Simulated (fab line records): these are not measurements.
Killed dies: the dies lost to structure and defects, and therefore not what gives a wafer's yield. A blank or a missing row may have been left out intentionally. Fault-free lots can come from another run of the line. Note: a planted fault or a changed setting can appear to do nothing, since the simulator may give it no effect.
fab line records -- flow sky130
record lots=6, wafers=18, last_day=49
route steps=708 shown VIA1@467 METAL2@483 PAD_OPEN@708
lots with no fault: from the same line, run without faults
start_h: hours from the record's first day to the start of the lot's first wafer shown -- wait_h: how many hours have passed since the lot's step before this one -- " as in the row above -- L1.1+2: a row that stands for several wafers -- - no value present, or no start provided -- * or withheld: withheld -- < > ~ a bound
route shown NAME@n: names a module that has steps shown in the file, with the first one's number in the route -- usual: average and standard deviation across the fault-free wafers -- same: alike in all rows -- chamber/n: place in a boat -- sites: per-site readings -- _std_site: standard deviation across them -- _edge_site: the outer-site mean with the inner-site mean subtracted -- radius_mm: for every site, how far away it sits from the centre of the wafer -- mask NAME#n: copy n -- behind: the most recent tool/chamber to have shaped the wafer -- hold: the reason the lot was held/the length of the hold in hours/how it ended -- device: the n, p or np transistor that did not switch -- end of line: the route-end tests of the same wafers -- where a step has no rows: the recipe by itself -- killed: dies lost to structure and defects at the first sort, not the wafer's yield -- map: dies across one wafer; x = killed, . = not, _ = none there
set.NAME: setting as actually run; set.NAME@STEP: the setting as run at that earlier step -- model.NAME: the simulator's own value behind a step, which no gauge read
lots seen at some steps along the route; tables by step, rows by wafer
services: from which hour (start_h, from the record's first day; less than 0 if before it) a tool's chamber was out of use, for how many hours, and why
## steps
# step SKY_VIA1_EXPOSE_09
# recipe mask_id=VIM, na=0.8, source_shape=annular, sigma_inner=0.55, sigma_outer=0.85, target_cd_nm=150, dose_mj=38
# step SKY_VIA1_PEB_10
# recipe peb_temp_c=withheld, peb_time_s=withheld, resist=KrF-thick
# step SKY_VIA1_DEVELOP_11
# recipe develop_time_s=60, resist=KrF-thick, dev_temp_c=21
# step SKY_VIA1_CD_MEAS_12
# recipe target_cd_nm=150
# usual cd_nm=149.7/1.5
lot.wafer,tool,chamber,start_h,wait_h,cd_nm
L953.1,cd_sem-02,-,815.41,-,148.3
L953.4,cd_sem-02,-,815.41,-,149.6
L953.5,cd_sem-02,-,815.41,-,148.9
L954.2,cd_sem-02,-,838.57,-,149.4
L954.3,cd_sem-02,-,838.57,-,147.8
L954.4,cd_sem-02,-,838.57,-,149.2
L962.1,cd_sem-01,-,899.23,-,148.1
L962.3,cd_sem-01,-,899.23,-,148.6
L962.4,cd_sem-01,-,899.23,-,147.7
L964.1,cd_sem-01,-,919.63,-,149.8
L964.5,cd_sem-01,-,919.63,-,150.8
L964.6,cd_sem-01,-,919.63,-,149.7
L968.2,cd_sem-02,-,929.67,-,150.8
L968.3,cd_sem-02,-,929.67,-,148.8
L968.4,cd_sem-02,-,929.67,-,149.9
L969.2,cd_sem-01,-,935.82,-,152.8
L969.5,cd_sem-01,-,935.82,-,150.0
L969.6,cd_sem-01,-,935.82,-,148.8
# step SKY_VIA1_OVL_MEAS_13
# usual VIA1_OVL=0/5.8
lot.wafer,tool,chamber,start_h,wait_h,VIA1_OVL[nm]
L953.1,overlay-01,-,815.53,0.1,-8
L953.4,overlay-01,-,815.53,0.1,-6
L953.5,overlay-01,-,815.53,0.1,-12
L954.2,overlay-01,-,838.68,0.1,-4
L954.3,overlay-01,-,838.68,0.1,1
L954.4,overlay-01,-,838.68,0.1,-4
L962.1,overlay-01,-,899.35,0.1,-7
L962.3,overlay-01,-,899.35,0.1,-7
L962.4,overlay-01,-,899.35,0.1,2
L964.1,overlay-02,-,919.75,0.1,4
L964.5,overlay-02,-,919.75,0.1,1
L964.6,overlay-02,-,919.75,0.1,2
L968.2,overlay-01,-,929.78,0.1,0
L968.3,overlay-01,-,929.78,0.1,9
L968.4,overlay-01,-,929.78,0.1,-5
L969.2,overlay-01,-,935.93,0.1,6
L969.5,overlay-01,-,935.93,0.1,-1
L969.6,overlay-01,-,935.93,0.1,7
# step SKY_VIA1_ETCH_14
# recipe chemistry=N2/H2, target=BARC, ion_energy_ev=200, source_w=500, bias_w=100, pressure_mtorr=30, n2_flow_sccm=100, h2_flow_sccm=200, stop_on=SiO2, time_s=45.9, target_depth_a=600
# usual drypump_motor_current_A=5.8/0.51, oes_product_au=0.854/0.0052, throttle_valve_pct=13.225/0.0087
# same time_s=45.9
lot.wafer,tool,chamber,start_h,wait_h,drypump_motor_current_A,oes_product_au,rf_hours_counter_h,throttle_valve_pct
L953.1,rie_diel-04,0,815.56,0.0,6.2,0.850,6,13.229
L953.4,rie_diel-04,2,815.56,0.0,5.5,0.860,15,13.226
L953.5,rie_diel-04,2,815.56,0.0,5.5,0.854,-,13.199
L954.2,rie_diel-04,2,838.71,0.0,5.6,0.849,15,13.235
L954.3,rie_diel-04,0,838.71,0.0,6.2,0.855,7,13.228
L954.4,rie_diel-04,1,838.71,0.0,6.3,0.853,6,13.222
L962.1,rie_diel-02,0,899.39,0.0,5.4,0.861,19,13.222
L962.3,rie_diel-02,3,899.39,0.0,6.4,0.847,23,13.221
L962.4,rie_diel-02,2,899.39,0.0,6.3,0.855,4,13.219
L964.1,rie_diel-02,2,919.79,0.0,6.3,0.851,5,13.224
L964.5,rie_diel-02,3,919.79,0.0,6.4,0.853,-,13.212
L964.6,rie_diel-02,0,919.79,0.0,5.4,0.861,-,13.222
L968.2,rie_diel-03,2,929.81,0.0,5.1,0.861,17,13.224
L968.3,rie_diel-03,0,929.81,0.0,5.8,0.857,12,13.217
L968.4,rie_diel-03,1,929.81,0.0,5.4,0.851,9,13.232
L969.2,rie_diel-02,1,935.96,0.0,5.9,0.860,18,13.208
L969.5,rie_diel-02,2,935.96,0.0,6.3,0.860,-,13.226
L969.6,rie_diel-02,3,935.96,0.0,6.4,0.863,-,13.212
# step SKY_VIA1_ETCH_15
# recipe target=SiO2, chemistry=C4F8/O2/Ar, target_depth_nm=351, stop_on=TiN, mask_material=KrF-thick, source_w=1500, bias_w=1200, pressure_mtorr=40, c4f8_flow_sccm=withheld, O2_flow_sccm=6, Ar_flow_sccm=300, time_s=54
# usual oes_product_au=0.981/0.0058
# same time_s=54
lot.wafer,tool,chamber,start_h,wait_h,oes_product_au,rf_hours_counter_h
L953.1,rie_diel-04,0,815.60,0.0,0.983,6
L953.4,rie_diel-04,2,815.60,0.0,0.975,15
L953.5,rie_diel-04,2,815.60,0.0,0.981,-
L954.2,rie_diel-04,2,838.75,0.0,0.981,15
L954.3,rie_diel-04,0,838.75,0.0,0.979,7
L954.4,rie_diel-04,1,838.75,0.0,0.987,6
L962.1,rie_diel-02,0,899.43,0.0,0.979,19
L962.3,rie_diel-02,3,899.43,0.0,0.981,23
L962.4,rie_diel-02,2,899.43,0.0,0.985,4
L964.1,rie_diel-02,2,919.83,0.0,0.989,5
L964.5,rie_diel-02,3,919.83,0.0,0.995,-
L964.6,rie_diel-02,0,919.83,0.0,0.988,-
L968.2,rie_diel-03,2,929.85,0.0,0.981,17
L968.3,rie_diel-03,0,929.85,0.0,0.983,12
L968.4,rie_diel-03,1,929.85,0.0,0.994,9
L969.2,rie_diel-02,1,936.00,0.0,0.973,18
L969.5,rie_diel-02,2,936.00,0.0,0.989,-
L969.6,rie_diel-02,3,936.00,0.0,0.971,-
# step SKY_VIA1_STRIP_16
# recipe chemistry=O2/N2, power_w=1400, pressure_mtorr=1500, platen_temp_c=withheld, o2_flow_sccm=3000, n2_flow_sccm=300, overash_fraction=0.5
# usual drypump_motor_current_A=5.7/0.33, oes_product_au=0.416/0.0046, strip_time_to_endpoint_s=4.461/0.023
lot.wafer,tool,chamber,start_h,wait_h,drypump_motor_current_A,oes_product_au,rf_hours_counter_h,strip_time_to_endpoint_s
L953.1,plasma_asher-03,0,815.65,0.0,5.7,0.422,40,4.438
L953.4,plasma_asher-03,1,815.65,0.0,6.0,0.422,-,4.506
L953.5,plasma_asher-03,0,815.65,0.0,5.8,0.416,-,4.480
L954.2,plasma_asher-03,1,838.80,0.0,6.0,0.414,42,4.484
L954.3,plasma_asher-03,0,838.80,0.0,5.8,0.414,-,4.447
L954.4,plasma_asher-03,1,838.80,0.0,5.9,0.414,-,4.475
L962.1,plasma_asher-01,0,899.48,0.0,5.3,0.414,74,4.468
L962.3,plasma_asher-01,1,899.48,0.0,5.8,0.413,-,4.452
L962.4,plasma_asher-01,0,899.48,0.0,5.3,0.411,-,4.437
L964.1,plasma_asher-03,1,919.88,0.0,6.0,0.420,50,4.468
L964.5,plasma_asher-03,1,919.88,0.0,6.0,0.412,-,4.456
L964.6,plasma_asher-03,0,919.88,0.0,5.8,0.419,-,4.473
L968.2,plasma_asher-03,1,929.90,0.0,6.0,0.413,51,4.420
L968.3,plasma_asher-03,1,929.90,0.0,6.0,0.401,-,4.417
L968.4,plasma_asher-03,0,929.90,0.0,5.8,0.413,-,4.424
L969.2,plasma_asher-03,0,936.05,0.0,5.8,0.409,52,4.495
L969.5,plasma_asher-03,1,936.05,0.0,6.0,0.419,-,4.458
L969.6,plasma_asher-03,0,936.05,0.0,5.8,0.419,-,4.483
# step SKY_VIA1_STRIP_17
# recipe chemistry=post_etch_residue_remover, time_s=1200, temp_c=72.5
# step SKY_VIA1_CLEAN_18
# recipe chemistry=IPA, time_s=180, temp_c=25
# step SKY_VIA1_CLEAN_19
# recipe chemistry=O3/DIW, dry=n2_spin
# step SKY_VIA1_SPUTTER_20
# recipe material=TiN, target_thk_nm=20, chamber_pressure_pa=5, power_w=4000, time_s=80
# usual cathode_dc_power_W=4000.1/0.71, throttle_valve_pct=29.8/0.74
# same time_s=80
lot.wafer,tool,chamber,start_h,wait_h,cathode_dc_power_W,throttle_valve_pct
L953.1,pvd_sputter-04,-,816.24,0.0,3999.3,30.1
L953.4,pvd_sputter-04,-,816.24,0.0,3999.5,30.2
L953.5,pvd_sputter-04,-,816.24,0.0,3998.9,30.3
L954.2,pvd_sputter-01,-,839.40,0.0,4001.4,31.4
L954.3,pvd_sputter-01,-,839.40,0.0,3998.5,29.8
L954.4,pvd_sputter-01,-,839.40,0.0,4000.2,29.6
L962.1,pvd_sputter-02,-,900.16,0.0,3999.9,30.2
L962.3,pvd_sputter-02,-,900.16,0.0,4000.0,29.7
L962.4,pvd_sputter-02,-,900.16,0.0,3999.9,29.5
L964.1,pvd_sputter-01,-,920.48,0.0,4001.1,29.4
L964.5,pvd_sputter-01,-,920.48,0.0,4000.3,30.1
L964.6,pvd_sputter-01,-,920.48,0.0,3999.6,29.3
L968.2,pvd_sputter-01,-,930.49,0.0,3999.7,29.8
L968.3,pvd_sputter-01,-,930.49,0.0,4000.3,29.5
L968.4,pvd_sputter-01,-,930.49,0.0,4001.1,31.6
L969.2,pvd_sputter-02,-,936.64,0.0,3999.8,29.9
L969.5,pvd_sputter-02,-,936.64,0.0,3999.7,30.3
L969.6,pvd_sputter-02,-,936.64,0.0,3999.8,29.9
# step SKY_VIA1_CVD_21
# recipe material=W, target_thk_nm=270, time_s=80.902, temp_c=400, pressure_torr=41.17
# usual heater_power_w=902/73
lot.wafer,tool,chamber,start_h,wait_h,heater_power_w,model.W_of_VIA1_CVD_21.thk_nm
L953.1,cvd_w-01,1,816.30,0.0,969,270
L953.4,cvd_w-01,0,816.30,0.0,950,152.1
L953.5,cvd_w-01,0,816.30,0.0,949,150.6
L954.2,cvd_w-01,0,839.46,0.0,977,153.3
L954.3,cvd_w-01,0,839.46,0.0,972,155.4
L954.4,cvd_w-01,1,839.46,0.0,978,270.2
L962.1,cvd_w-01,0,900.22,0.0,983,276.7
L962.3,cvd_w-01,1,900.22,0.0,945,270.1
L962.4,cvd_w-01,0,900.22,0.0,956,273.2
L964.1,cvd_w-02,1,920.54,0.0,805,273.5
L964.5,cvd_w-02,0,920.54,0.0,964,272
L964.6,cvd_w-02,1,920.54,0.0,814,272.9
L968.2,cvd_w-02,1,930.55,0.0,803,268.8
L968.3,cvd_w-02,1,930.55,0.0,802,270.9
L968.4,cvd_w-02,0,930.55,0.0,920,270.7
L969.2,cvd_w-02,1,936.70,0.0,798,276.4
L969.5,cvd_w-02,1,936.70,0.0,807,273.3
L969.6,cvd_w-02,0,936.70,0.0,923,274.3
# step SKY_VIA1_RS_MEAS_22
# recipe thk_meas_gauge=four-point-probe, reads=W_of_VIA1_CVD_21+TiN_of_VIA1_SPUTTER_20
# usual VIA1_W_RS=0.423/0.0041
lot.wafer,tool,chamber,start_h,wait_h,hold,VIA1_W_RS[ohm/sq]
L953.1,film_metro-03,-,816.40,0.1,await_dispo/0.2h/release,0.426
L953.4,film_metro-03,-,816.40,0.1,await_dispo/0.2h/release,0.766
L953.5,film_metro-03,-,816.40,0.1,await_dispo/0.2h/release,0.774
L953.1,film_metro-03,-,816.68,0.3,-,0.425
L953.4,film_metro-03,-,816.68,0.3,-,0.767
L953.5,film_metro-03,-,816.68,0.3,-,0.773
L954.2,film_metro-04,-,839.57,0.1,await_dispo/0.2h/release,0.761
L954.3,film_metro-04,-,839.57,0.1,await_dispo/0.2h/release,0.748
L954.4,film_metro-04,-,839.57,0.1,await_dispo/0.2h/release,0.426
L954.2,film_metro-04,-,839.86,0.3,-,0.760
L954.3,film_metro-04,-,839.86,0.3,-,0.748
L954.4,film_metro-04,-,839.86,0.3,-,0.427
L962.1,film_metro-01,-,900.31,0.1,-,0.416
L962.3,film_metro-01,-,900.31,0.1,-,0.426
L962.4,film_metro-01,-,900.31,0.1,-,0.421
L964.1,film_metro-03,-,920.63,0.1,-,0.421
L964.5,film_metro-03,-,920.63,0.1,-,0.422
L964.6,film_metro-03,-,920.63,0.1,-,0.421
L968.2,film_metro-04,-,930.66,0.1,-,0.429
L968.3,film_metro-04,-,930.66,0.1,-,0.425
L968.4,film_metro-04,-,930.66,0.1,-,0.425
L969.2,film_metro-04,-,936.81,0.1,-,0.418
L969.5,film_metro-04,-,936.81,0.1,-,0.422
L969.6,film_metro-04,-,936.81,0.1,-,0.419
# step SKY_VIA1_THK_MEAS_23
# recipe thk_meas_gauge=xrf, reads=W_of_VIA1_CVD_21
# usual VIA1_W_THK=272.9/2.9
lot.wafer,tool,chamber,start_h,wait_h,hold,VIA1_W_THK[nm]
L953.1,film_metro-03,-,818.66,2.0,await_dispo/0.2h/release,271.0
L953.4,film_metro-03,-,818.66,2.0,await_dispo/0.2h/release,151.8
L953.5,film_metro-03,-,818.66,2.0,await_dispo/0.2h/release,150.5
L953.1,film_metro-03,-,818.97,0.3,-,270.6
L953.4,film_metro-03,-,818.97,0.3,-,151.1
L953.5,film_metro-03,-,818.97,0.3,-,150.9
L954.2,film_metro-04,-,842.51,2.6,await_dispo/0.2h/release,153.7
L954.3,film_metro-04,-,842.51,2.6,await_dispo/0.2h/release,155.7
L954.4,film_metro-04,-,842.51,2.6,await_dispo/0.2h/release,272.5
L954.2,film_metro-04,-,842.74,0.2,-,153.7
L954.3,film_metro-04,-,842.74,0.2,-,156.0
L954.4,film_metro-04,-,842.74,0.2,-,269.5
L962.1,film_metro-01,-,900.43,0.1,-,278.4
L962.3,film_metro-01,-,900.43,0.1,-,271.8
L962.4,film_metro-01,-,900.43,0.1,-,275.6
L964.1,film_metro-03,-,920.75,0.1,-,273.7
L964.5,film_metro-03,-,920.75,0.1,-,273.5
L964.6,film_metro-03,-,920.75,0.1,-,275.3
L968.2,film_metro-04,-,930.77,0.1,-,270.6
L968.3,film_metro-04,-,930.77,0.1,-,271.0
L968.4,film_metro-04,-,930.77,0.1,-,273.1
L969.2,film_metro-04,-,936.92,0.1,-,275.3
L969.5,film_metro-04,-,936.92,0.1,-,273.0
L969.6,film_metro-04,-,936.92,0.1,-,273.7
# step SKY_VIA1_CMP_24
# recipe stop_on=SiO2, t_overpolish_s=15, down_force_psi=3.5, platen_rpm=60, target_thk_nm=0, pad_velocity_m_s=0.94248
# usual motor_current_A=11.0/1.5, slurry_flow_ml_min=150.0/0.46, time_to_endpoint_s=68/3.2
lot.wafer,tool,chamber,start_h,wait_h,hold,motor_current_A,slurry_flow_ml_min,time_to_endpoint_s
L953.1,cmp-02,2,821.99,3.0,await_dispo/2.9h/release,9.2,150.2,69
L953.4,cmp-02,3,821.99,3.0,await_dispo/2.9h/release,10.7,149.6,38
L953.5,cmp-02,2,821.99,3.0,await_dispo/2.9h/release,9.1,150.2,37
L954.2,cmp-02,1,844.97,2.2,await_dispo/2.0h/release,10.5,149.8,35
L954.3,cmp-02,3,844.97,2.2,await_dispo/2.0h/release,10.9,150.0,35
L954.4,cmp-02,0,844.97,2.2,await_dispo/2.0h/release,11.9,149.8,69
L962.4,cmp-02,0,900.49,0.0,-,12.6,149.6,70
L962.3,cmp-02,1,900.49,0.0,-,10.6,150.5,65
L962.1,cmp-02,2,900.49,0.0,-,8.8,150.8,69
L964.1,cmp-01,3,921.18,0.4,-,9.9,149.1,70
L964.5,cmp-01,1,921.18,0.4,-,10.2,150.5,70
L964.6,cmp-01,2,921.18,0.4,-,11.9,151.2,67
L968.3,cmp-02,3,931.01,0.2,-,10.4,149.3,64
L968.2,cmp-02,1,931.01,0.2,-,10.8,149.8,63
L968.4,cmp-02,2,931.01,0.2,-,9.0,150.8,66
L969.2,cmp-01,0,936.97,0.0,-,13.8,149.5,75
L969.6,cmp-01,0,936.97,0.0,-,13.5,149.8,75
L969.5,cmp-01,1,936.97,0.0,-,11.3,149.2,70
# step SKY_METAL2_SPUTTER_00
# recipe material=Ti, target_thk_nm=15, power_w=3000, time_s=10, chamber_pressure_pa=0.4
# usual cathode_dc_power_W=3000.0/0.54, throttle_valve_pct=30.2/0.79
# same time_s=10
lot.wafer,tool,chamber,start_h,wait_h,cathode_dc_power_W,throttle_valve_pct
L953.1,pvd_sputter-01,-,822.24,0.2,3000.0,29.6
L953.4,pvd_sputter-01,-,822.24,0.2,2999.8,29.5
L953.5,pvd_sputter-01,-,822.24,0.2,2999.3,29.6
L954.2,pvd_sputter-02,-,847.49,2.5,3000.0,30.0
L954.3,pvd_sputter-02,-,847.49,2.5,3001.2,30.4
L954.4,pvd_sputter-02,-,847.49,2.5,3000.1,30.3
L962.1,pvd_sputter-03,-,900.79,0.1,3000.1,29.5
L962.3,pvd_sputter-03,-,900.79,0.1,2999.9,29.9
L962.4,pvd_sputter-03,-,900.79,0.1,2999.4,32.1
L964.1,pvd_sputter-03,-,921.38,0.1,3000.6,30.7
L964.5,pvd_sputter-03,-,921.38,0.1,2999.5,32.0
L964.6,pvd_sputter-03,-,921.38,0.1,3000.4,30.2
L968.2,pvd_sputter-03,-,931.35,0.2,3000.2,30.7
L968.3,pvd_sputter-03,-,931.35,0.2,3001.0,29.3
L968.4,pvd_sputter-03,-,931.35,0.2,2999.4,29.7
L969.2,pvd_sputter-02,-,937.27,0.2,3000.1,30.3
L969.5,pvd_sputter-02,-,937.27,0.2,2999.5,30.3
L969.6,pvd_sputter-02,-,937.27,0.2,3000.0,29.7
# step SKY_PAD_OPEN_PROBE_99
# usual defect_limited_yield=82.5/1.8, killed_at_M0_to_M3=43/6.5, killed_at_M4_up=3.1/1.8, killed_at_contacts=24/4.8, killed_at_front_end=15/4.7, killed_at_other=0.3/0.58, killed_dies=86/8.6, killed_open=47/6.7, killed_short=39/6.1, sort_bin_3_pad_short=0.8/0.38, sort_bin_5_function=10.4/1.3, sort_bin_6_memory=6.2/1.1, sort_n_pass=406/8.6, sort_yield_pct=82.5/1.8
# same gross_dies=492, killed_at_back_side=0, sort_bin_4_leakage[%]=0, sort_bin_8_speed[%]=0
lot.wafer,tool,chamber,start_h,wait_h,defect_limited_yield[%],killed_at_M0_to_M3,killed_at_M4_up,killed_at_contacts,killed_at_front_end,killed_at_other,killed_dies,killed_open,killed_short,sort_bin_3_pad_short[%],sort_bin_5_function[%],sort_bin_6_memory[%],sort_n_pass,sort_yield_pct[%]
L968.2,prober-01,-,1177.94,0.1,80.3,49,5,24,18,1,97,49,48,1.6,11.8,6.3,395,80.3
L968.3,prober-01,-,1177.99,0.2,81.3,51,4,25,12,0,92,50,42,1.0,11.0,6.7,400,81.3
L968.4,prober-01,-,1178.04,0.2,84.1,33,3,25,17,0,78,42,36,0.2,9.6,6.1,414,84.1
# killed by level:class
L968.2 VIA1:geometric_particle:open=10 CONTACT:geometric_particle:open=9 METAL1:geometric_particle:short=8 LI_CONTACT:geometric_particle:open=7 VIA3:geometric_particle:open=7 VIA3:geometric_particle:short=5 VIA2:geometric_particle:open=5 FIELD_ISO:geometric_particle:short=4
L968.3 VIA1:geometric_particle:open=12 METAL1:geometric_particle:short=11 LI_CONTACT:geometric_particle:open=9 CONTACT:geometric_particle:open=6 LOCAL_INTERCONNECT:geometric_particle:short=5 VIA2:geometric_particle:open=5 METAL3:geometric_particle:short=5 VIA3:geometric_particle:open=4
L968.4 CONTACT:geometric_particle:open=11 VIA1:geometric_particle:open=6 VIA2:geometric_particle:open=6 FIELD_ISO:geometric_particle:short=5 LI_CONTACT:geometric_particle:open=5 CONTACT:geometric_particle:short=5 POLY_GATE:geometric_particle:short=4 METAL1:geometric_particle:short=4
## services
tool,chamber,start_h,hours,kind
cmp-02,-,796.46,1.3,repair
cmp-02,-,797.64,0.9,repair
pvd_sputter-03,-,830.50,0.8,repair
cmp-01,-,833.52,9.6,repair
cvd_w-01,-,834.73,0.8,repair
pvd_sputter-01,-,851.09,0.8,repair
pvd_sputter-03,-,855.03,1.9,repair
rie_diel-02,-,855.19,0.4,repair
rie_diel-04,3,866.94,5.2,repair
cvd_w-02,0,871.85,29.1,repair
pvd_sputter-01,-,883.96,5.5,repair
pvd_sputter-01,-,886.09,6.2,repair
pvd_sputter-01,-,886.37,1.7,repair
rie_diel-02,3,900.27,12.8,repair
cvd_w-01,-,904.00,14.0,pm
cmp-02,-,908.99,7.3,pm
pvd_sputter-02,-,910.62,4.6,repair
cvd_w-01,-,918.00,14.6,pm
rie_diel-04,-,919.36,14.6,pm
cmp-02,-,919.40,5.2,pm
cmp-02,-,924.57,4.0,pm
cmp-02,-,929.34,0.3,repair
pvd_sputter-02,-,929.41,2.2,repair
rie_diel-04,1,936.10,18.6,repair
## key
first_sign step=SKY_VIA1_RS_MEAS_22, reading=visit, direction=added
effect step=SKY_VIA1_RS_MEAS_22, reading=VIA1_W_RS, direction=up, sigmas=83, usual=0.423, struck=0.762
effect step=SKY_VIA1_THK_MEAS_23, reading=visit, direction=added
effect step=SKY_VIA1_THK_MEAS_23, reading=VIA1_W_THK, direction=down, sigmas=41, usual=272.9, struck=152.9
effect step=SKY_VIA1_CMP_24, reading=time_to_endpoint_s, direction=down, sigmas=10, usual=*, struck=*
model_effect step=SKY_VIA1_CVD_21, value=W_of_VIA1_CVD_21.thk_nm, without=272.2, struck=152.9
met_at SKY_VIA1_CVD_21
struck_wafers L953.4,L953.5,L954.2,L954.3
fault kind=process_parameter_drift, tool=cvd_w-01, chamber=0, onset_h=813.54, steps=SKY_VIA1_CVD_21, channel=target_thk_nm, offset=-117.57, shape=step, end_h=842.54, acts_in=these_recipes_only, stated=270
